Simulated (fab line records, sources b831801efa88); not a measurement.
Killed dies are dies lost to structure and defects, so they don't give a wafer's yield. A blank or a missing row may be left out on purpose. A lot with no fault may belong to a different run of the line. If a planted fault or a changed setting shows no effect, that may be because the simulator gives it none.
Which tool did it? :: flow sky130 :: Sampling: 13 lots, 39 wafers, 6 of 708 route steps

## WHAT EACH GAUGE READ, for each wafer
SKY_FIELD_ISO_THK_MEAS_04. Usual: FIELD_ISO_CVD_03_THK 164.7 nm, standard deviation 1.6.
lot: L531
measured: day 1 14:53
on: film-metro-03
FIELD_ISO_CVD_03_THK (nm): 163.6 163.6 163.5
flag: 

lot: L532
measured: day 1 18:29
on: film-metro-04
FIELD_ISO_CVD_03_THK (nm): 166.0 165.9 166.7
flag: 

lot: L533
measured: day 2 01:22
on: film-metro-04
FIELD_ISO_CVD_03_THK (nm): 165.4 166.8 165.6
flag: 

lot: L534
measured: day 2 04:43
on: film-metro-02
FIELD_ISO_CVD_03_THK (nm): 165.4 165.3 165.1
flag: 

lot: L535
measured: day 2 10:08
on: film-metro-04
FIELD_ISO_CVD_03_THK (nm): 168.1 168.4 167.3
flag: 

lot: L536
measured: day 2 14:29
on: film-metro-02
FIELD_ISO_CVD_03_THK (nm): 164.3 163.0 162.6
flag: 

lot: L538
measured: day 3 03:29
on: film-metro-04
FIELD_ISO_CVD_03_THK (nm): 164.6 164.5 164.7
flag: 

lot: L539
measured: day 3 06:28
on: film-metro-02
FIELD_ISO_CVD_03_THK (nm): 165.3 164.1 165.8
flag: 

lot: L544
measured: day 4 07:51
on: film-metro-02
FIELD_ISO_CVD_03_THK (nm): 165.2 166.3 166.1
flag: 

lot: L549
measured: day 5 07:53
on: film-metro-04
FIELD_ISO_CVD_03_THK (nm): 165.4 165.1 164.4
flag: 

lot: L551
measured: day 5 18:43
on: film-metro-03
FIELD_ISO_CVD_03_THK (nm): 163.7 163.3 163.4
flag: 

lot: L552
measured: day 5 22:29
on: film-metro-02
FIELD_ISO_CVD_03_THK (nm): 164.3 165.7 163.9
flag: 

lot: L554
measured: day 6 16:56
on: film-metro-04
FIELD_ISO_CVD_03_THK (nm): 163.7 165.6 163.0
flag: 

SKY_NWELL_TW_MEAS_26. Usual: NWELL_2_TW 498, standard deviation 3.7.
lot: L531
measured: day 5 05:59
on: film-metro-01
NWELL_2_TW: 502 498 500
flag: 

lot: L532
measured: day 5 11:01
on: film-metro-01
NWELL_2_TW: 495 496 498
flag: 

lot: L533
measured: day 5 22:07
on: film-metro-01
NWELL_2_TW: 498 498 497
flag: 

lot: L534
measured: day 6 01:31
on: film-metro-04
NWELL_2_TW: 500 501 500
flag: 

lot: L535
measured: day 6 08:25
on: film-metro-03
NWELL_2_TW: 495 495 495
flag: 

lot: L536
measured: day 6 13:01
on: film-metro-04
NWELL_2_TW: 500 501 496
flag: 

lot: L538
measured: day 7 01:13
on: film-metro-01
NWELL_2_TW: 499 503 500
flag: 

lot: L539
measured: day 7 05:49
on: film-metro-03
NWELL_2_TW: 496 494 496
flag: 

lot: L544
measured: day 8 12:56
on: film-metro-04
NWELL_2_TW: 30 30 30
flag: OFF

lot: L549
measured: day 10 09:44
on: film-metro-04
NWELL_2_TW: 502 502 502
flag: 

lot: L551
measured: day 10 15:46
on: film-metro-01
NWELL_2_TW: 501 499 498
flag: 

lot: L552
measured: day 10 15:22
on: film-metro-01
NWELL_2_TW: 498 497 499
flag: 

lot: L554
measured: day 11 08:49
on: film-metro-03
NWELL_2_TW: 490 491 488
flag: 

SKY_NWELL_RS_MEAS_31: uses a four-point probe to measure. Usual: PWDE_RS 5272 ohm/sq, standard deviation 17.
lot: L531
measured: day 5 06:26
on: film-metro-03
PWDE_RS (ohm/sq): 5228 5254 5257
flag: 

lot: L532
measured: day 5 11:28
on: film-metro-01
PWDE_RS (ohm/sq): 5256 5262 5244
flag: 

lot: L533
measured: day 5 22:35
on: film-metro-04
PWDE_RS (ohm/sq): 5267 5259 5275
flag: 

lot: L534
measured: day 6 01:59
on: film-metro-01
PWDE_RS (ohm/sq): 5278 5281 5267
flag: 

lot: L535
measured: day 6 08:53
on: film-metro-01
PWDE_RS (ohm/sq): 5257 5275 5260
flag: 

lot: L536
measured: day 6 13:29
on: film-metro-03
PWDE_RS (ohm/sq): 5302 5300 5304
flag: 

lot: L538
measured: day 7 01:40
on: film-metro-03
PWDE_RS (ohm/sq): 5255 5250 5263
flag: 

lot: L539
measured: day 7 06:16
on: film-metro-03
PWDE_RS (ohm/sq): 5280 5285 5279
flag: 

lot: L544
measured: day 8 13:27
on: film-metro-01
PWDE_RS (ohm/sq): 5286 5285 5281
flag: 

lot: L549
measured: day 10 10:11
on: film-metro-01
PWDE_RS (ohm/sq): 5288 5268 5248
flag: 

lot: L551
measured: day 10 16:13
on: film-metro-01
PWDE_RS (ohm/sq): 5253 5268 5269
flag: 

lot: L552
measured: day 10 15:49
on: film-metro-04
PWDE_RS (ohm/sq): 5272 5269 5267
flag: 

lot: L554
measured: day 11 09:16
on: film-metro-01
PWDE_RS (ohm/sq): 5273 5264 5255
flag: 

## WHICH TOOL RAN EACH LOT (tool, then ch and the chambers of the sampled wafers, then the start)
lot: L531
SKY_PWDE_STRIP_09: plasma-asher-03 ch 0,1, day 3 19:32
SKY_NWELL_STRIP_14: plasma-asher-01 ch 0,1, day 4 12:49
SKY_NWELL_STRIP_25: plasma-asher-02 ch 0,1, day 5 05:53

lot: L532
SKY_PWDE_STRIP_09: plasma-asher-04 ch 0,1, day 4 00:26
SKY_NWELL_STRIP_14: plasma-asher-04 ch 0,1, day 4 17:40
SKY_NWELL_STRIP_25: plasma-asher-01 ch 0,1, day 5 10:55

lot: L533
SKY_PWDE_STRIP_09: plasma-asher-03 ch 0,1, day 4 09:58
SKY_NWELL_STRIP_14: plasma-asher-02 ch 0,1, day 5 03:31
SKY_NWELL_STRIP_25: plasma-asher-02 ch 0,1, day 5 22:01

lot: L534
SKY_PWDE_STRIP_09: plasma-asher-02 ch 0,1, day 4 13:29
SKY_NWELL_STRIP_14: plasma-asher-02 ch 0,1, day 5 07:46
SKY_NWELL_STRIP_25: plasma-asher-02 ch 0,1, day 6 01:25

lot: L535
SKY_PWDE_STRIP_09: plasma-asher-03 ch 0,1, day 4 19:16
SKY_NWELL_STRIP_14: plasma-asher-01 ch 0,1, day 5 13:28
SKY_NWELL_STRIP_25: plasma-asher-04 ch 1, day 6 08:19

lot: L536
SKY_PWDE_STRIP_09: plasma-asher-03 ch 0,1, day 4 23:59
SKY_NWELL_STRIP_14: plasma-asher-04 ch 0,1, day 5 18:40
SKY_NWELL_STRIP_25: plasma-asher-04 ch 0,1, day 6 12:55

lot: L538
SKY_PWDE_STRIP_09: plasma-asher-04 ch 0,1, day 5 12:17
SKY_NWELL_STRIP_14: plasma-asher-01 ch 0,1, day 6 07:11
SKY_NWELL_STRIP_25: plasma-asher-01 ch 0,1, day 7 01:07

lot: L539
SKY_PWDE_STRIP_09: plasma-asher-03 ch 0,1, day 5 16:43
SKY_NWELL_STRIP_14: plasma-asher-04 ch 0,1, day 6 11:22
SKY_NWELL_STRIP_25: plasma-asher-01 ch 0,1, day 7 05:43

lot: L544
SKY_PWDE_STRIP_09: plasma-asher-03 ch 0,1, day 6 21:17
SKY_NWELL_STRIP_14: plasma-asher-01 ch 0,1, day 7 16:55
SKY_NWELL_STRIP_25: plasma-asher-02 ch 0,1, day 8 12:50

lot: L549
SKY_PWDE_STRIP_09: plasma-asher-03 ch 0,1, day 8 13:34
SKY_NWELL_STRIP_14: plasma-asher-02 ch 0,1, day 9 11:11
SKY_NWELL_STRIP_25: plasma-asher-04 ch 0,1, day 10 09:37

lot: L551
SKY_PWDE_STRIP_09: plasma-asher-03 ch 0,1, day 8 19:55
SKY_NWELL_STRIP_14: plasma-asher-01 ch 0,1, day 9 17:25
SKY_NWELL_STRIP_25: plasma-asher-02 ch 0,1, day 10 15:38

lot: L552
SKY_PWDE_STRIP_09: plasma-asher-02 ch 0,1, day 8 19:34
SKY_NWELL_STRIP_14: plasma-asher-02 ch 0,1, day 9 16:52
SKY_NWELL_STRIP_25: plasma-asher-01 ch 0,1, day 10 15:16

lot: L554
SKY_PWDE_STRIP_09: plasma-asher-03 ch 0,1, day 9 11:04
SKY_NWELL_STRIP_14: plasma-asher-01 ch 0,1, day 10 09:34
SKY_NWELL_STRIP_25: plasma-asher-04 ch 0,1, day 11 08:43
- SKY_PWDE_STRIP_09: strips in O2/N2.
- SKY_NWELL_STRIP_14: strips in O2/N2.
- SKY_NWELL_STRIP_25: strips in O2/N2.

## WHAT THE TOOLS THEMSELVES READ (means of the sampled wafers that have a number; where no wafer has one, the mark that the record gives instead)
SKY_PWDE_STRIP_09. Usual: drypump-motor-current-A 5.8 A, standard deviation 0.39; o2-flow-sccm 2999 sccm, standard deviation 8.9; oes-product-au 0.723 a.u., standard deviation 0.0048; strip-time-to-endpoint-s 36.79 s, standard deviation 0.088.
lot: L531
tool: plasma-asher-03
drypump-motor-current-A (A): 6.0
o2-flow-sccm (sccm): 2994
oes-product-au (a.u.): 0.722
strip-time-to-endpoint-s (s): 36.84
flag: 

lot: L532
tool: plasma-asher-04
drypump-motor-current-A (A): 5.7
o2-flow-sccm (sccm): 3004
oes-product-au (a.u.): 0.723
strip-time-to-endpoint-s (s): 36.76
flag: 

lot: L533
tool: plasma-asher-03
drypump-motor-current-A (A): 6.0
o2-flow-sccm (sccm): 2993
oes-product-au (a.u.): 0.720
strip-time-to-endpoint-s (s): 36.93
flag: 

lot: L534
tool: plasma-asher-02
drypump-motor-current-A (A): 5.1
o2-flow-sccm (sccm): 2995
oes-product-au (a.u.): 0.724
strip-time-to-endpoint-s (s): 36.65
flag: 

lot: L535
tool: plasma-asher-03
drypump-motor-current-A (A): 6.0
o2-flow-sccm (sccm): 3004
oes-product-au (a.u.): 0.720
strip-time-to-endpoint-s (s): 36.75
flag: 

lot: L536
tool: plasma-asher-03
drypump-motor-current-A (A): 6.0
o2-flow-sccm (sccm): 2996
oes-product-au (a.u.): 0.724
strip-time-to-endpoint-s (s): 36.82
flag: 

lot: L538
tool: plasma-asher-04
drypump-motor-current-A (A): 5.7
o2-flow-sccm (sccm): 2997
oes-product-au (a.u.): 0.723
strip-time-to-endpoint-s (s): 36.71
flag: 

lot: L539
tool: plasma-asher-03
drypump-motor-current-A (A): 6.1
o2-flow-sccm (sccm): 3003
oes-product-au (a.u.): 0.724
strip-time-to-endpoint-s (s): 36.80
flag: 

lot: L544
tool: plasma-asher-03
drypump-motor-current-A (A): 6.0
o2-flow-sccm (sccm): 2997
oes-product-au (a.u.): 0.724
strip-time-to-endpoint-s (s): 36.79
flag: 

lot: L549
tool: plasma-asher-03
drypump-motor-current-A (A): 6.1
o2-flow-sccm (sccm): 3001
oes-product-au (a.u.): 0.723
strip-time-to-endpoint-s (s): 36.78
flag: 

lot: L551
tool: plasma-asher-03
drypump-motor-current-A (A): 6.1
o2-flow-sccm (sccm): 2996
oes-product-au (a.u.): 0.726
strip-time-to-endpoint-s (s): 36.83
flag: 

lot: L552
tool: plasma-asher-02
drypump-motor-current-A (A): 5.1
o2-flow-sccm (sccm): 2987
oes-product-au (a.u.): 0.725
strip-time-to-endpoint-s (s): 36.80
flag: 

lot: L554
tool: plasma-asher-03
drypump-motor-current-A (A): 6.0
o2-flow-sccm (sccm): 2997
oes-product-au (a.u.): 0.723
strip-time-to-endpoint-s (s): 36.94
flag: 

SKY_NWELL_STRIP_14. Usual: drypump-motor-current-A 5.8 A, standard deviation 0.54; o2-flow-sccm 3000 sccm, standard deviation 8.9; oes-product-au 0.722 a.u., standard deviation 0.0047; strip-time-to-endpoint-s 36.92 s, standard deviation 0.1.
lot: L531
tool: plasma-asher-01
drypump-motor-current-A (A): 6.4
o2-flow-sccm (sccm): 2999
oes-product-au (a.u.): 0.718
strip-time-to-endpoint-s (s): 36.88
flag: 

lot: L532
tool: plasma-asher-04
drypump-motor-current-A (A): 5.8
o2-flow-sccm (sccm): 3006
oes-product-au (a.u.): 0.722
strip-time-to-endpoint-s (s): 36.83
flag: 

lot: L533
tool: plasma-asher-02
drypump-motor-current-A (A): 5.1
o2-flow-sccm (sccm): 3001
oes-product-au (a.u.): 0.725
strip-time-to-endpoint-s (s): 36.99
flag: 

lot: L534
tool: plasma-asher-02
drypump-motor-current-A (A): 5.3
o2-flow-sccm (sccm): 2999
oes-product-au (a.u.): 0.721
strip-time-to-endpoint-s (s): 36.81
flag: 

lot: L535
tool: plasma-asher-01
drypump-motor-current-A (A): 6.3
o2-flow-sccm (sccm): 3006
oes-product-au (a.u.): 0.723
strip-time-to-endpoint-s (s): 36.90
flag: 

lot: L536
tool: plasma-asher-04
drypump-motor-current-A (A): 5.7
o2-flow-sccm (sccm): 3005
oes-product-au (a.u.): 0.721
strip-time-to-endpoint-s (s): 36.82
flag: 

lot: L538
tool: plasma-asher-01
drypump-motor-current-A (A): 6.3
o2-flow-sccm (sccm): 2997
oes-product-au (a.u.): 0.723
strip-time-to-endpoint-s (s): 36.97
flag: 

lot: L539
tool: plasma-asher-04
drypump-motor-current-A (A): 5.8
o2-flow-sccm (sccm): 2993
oes-product-au (a.u.): 0.719
strip-time-to-endpoint-s (s): 36.96
flag: 

lot: L544
tool: plasma-asher-01
drypump-motor-current-A (A): 6.3
o2-flow-sccm (sccm): 2997
oes-product-au (a.u.): 0.943
strip-time-to-endpoint-s (s): -
flag: OFF

lot: L549
tool: plasma-asher-02
drypump-motor-current-A (A): 5.1
o2-flow-sccm (sccm): 3005
oes-product-au (a.u.): 0.722
strip-time-to-endpoint-s (s): 36.71
flag: 

lot: L551
tool: plasma-asher-01
drypump-motor-current-A (A): 6.3
o2-flow-sccm (sccm): 2998
oes-product-au (a.u.): 0.726
strip-time-to-endpoint-s (s): 36.92
flag: 

lot: L552
tool: plasma-asher-02
drypump-motor-current-A (A): 5.1
o2-flow-sccm (sccm): 3007
oes-product-au (a.u.): 0.720
strip-time-to-endpoint-s (s): 36.84
flag: 

lot: L554
tool: plasma-asher-01
drypump-motor-current-A (A): 6.4
o2-flow-sccm (sccm): 2996
oes-product-au (a.u.): 0.723
strip-time-to-endpoint-s (s): 36.93
flag: 

SKY_NWELL_STRIP_25. Usual: drypump-motor-current-A 5.8 A, standard deviation 0.56; o2-flow-sccm 3000 sccm, standard deviation 8.8; oes-product-au 0.723 a.u., standard deviation 0.0048; strip-time-to-endpoint-s 36.95 s, standard deviation 0.1.
lot: L531
tool: plasma-asher-02
drypump-motor-current-A (A): 5.1
o2-flow-sccm (sccm): 2991
oes-product-au (a.u.): 0.720
strip-time-to-endpoint-s (s): 37.01
flag: 

lot: L532
tool: plasma-asher-01
drypump-motor-current-A (A): 6.3
o2-flow-sccm (sccm): 3002
oes-product-au (a.u.): 0.719
strip-time-to-endpoint-s (s): 36.91
flag: 

lot: L533
tool: plasma-asher-02
drypump-motor-current-A (A): 5.3
o2-flow-sccm (sccm): 3003
oes-product-au (a.u.): 0.723
strip-time-to-endpoint-s (s): 37.06
flag: 

lot: L534
tool: plasma-asher-02
drypump-motor-current-A (A): 5.1
o2-flow-sccm (sccm): 2997
oes-product-au (a.u.): 0.720
strip-time-to-endpoint-s (s): 36.93
flag: 

lot: L535
tool: plasma-asher-04
drypump-motor-current-A (A): 5.5
o2-flow-sccm (sccm): 3005
oes-product-au (a.u.): 0.726
strip-time-to-endpoint-s (s): 37.01
flag: 

lot: L536
tool: plasma-asher-04
drypump-motor-current-A (A): 5.8
o2-flow-sccm (sccm): 3001
oes-product-au (a.u.): 0.727
strip-time-to-endpoint-s (s): 36.96
flag: 

lot: L538
tool: plasma-asher-01
drypump-motor-current-A (A): 6.4
o2-flow-sccm (sccm): 3001
oes-product-au (a.u.): 0.727
strip-time-to-endpoint-s (s): 36.97
flag: 

lot: L539
tool: plasma-asher-01
drypump-motor-current-A (A): 6.3
o2-flow-sccm (sccm): 2996
oes-product-au (a.u.): 0.724
strip-time-to-endpoint-s (s): 36.97
flag: 

lot: L544
tool: plasma-asher-02
drypump-motor-current-A (A): 5.3
o2-flow-sccm (sccm): 3012
oes-product-au (a.u.): 0.728
strip-time-to-endpoint-s (s): 55.43
flag: OFF

lot: L549
tool: plasma-asher-04
drypump-motor-current-A (A): 5.7
o2-flow-sccm (sccm): 2990
oes-product-au (a.u.): 0.725
strip-time-to-endpoint-s (s): 36.93
flag: 

lot: L551
tool: plasma-asher-02
drypump-motor-current-A (A): 5.1
o2-flow-sccm (sccm): 3007
oes-product-au (a.u.): 0.723
strip-time-to-endpoint-s (s): 36.90
flag: 

lot: L552
tool: plasma-asher-01
drypump-motor-current-A (A): 6.3
o2-flow-sccm (sccm): 3001
oes-product-au (a.u.): 0.725
strip-time-to-endpoint-s (s): 36.91
flag: 

lot: L554
tool: plasma-asher-04
drypump-motor-current-A (A): 5.7
o2-flow-sccm (sccm): 3005
oes-product-au (a.u.): 0.722
strip-time-to-endpoint-s (s): 37.18
flag: 

## THE ANSWER, worked out from the rows above alone
Rule: take the mean of a lot's wafers that have a number; if it is more than 3 standard deviations from the usual mean, the lot is off. Also off: a lot with no number at a reading for which 4 or more lots have one. All remaining lots with rows at the step are treated as sound. After the gauges, taken in route order, come the tools' own readings; for these a lot's mean is taken, as printed above. The first step at which some lot is off is used, and at that step the reading that is off furthest; a lot without a number counts as furthest.
Off: L544, seen at SKY_NWELL_TW_MEAS_26 (NWELL_2_TW).
If a tool, at a process step before that reading, ran all the lots that are off and no sound lot after the first of them, it fits. Not tried: the gauges at SKY_NWELL_TW_MEAS_26; whatever is off there is also off at SKY_NWELL_STRIP_14, on other tools, and gauge error can't account for it. Not one of the candidates tried fits.

## WHAT HAD BEEN PUT IN BY THE SIMULATOR
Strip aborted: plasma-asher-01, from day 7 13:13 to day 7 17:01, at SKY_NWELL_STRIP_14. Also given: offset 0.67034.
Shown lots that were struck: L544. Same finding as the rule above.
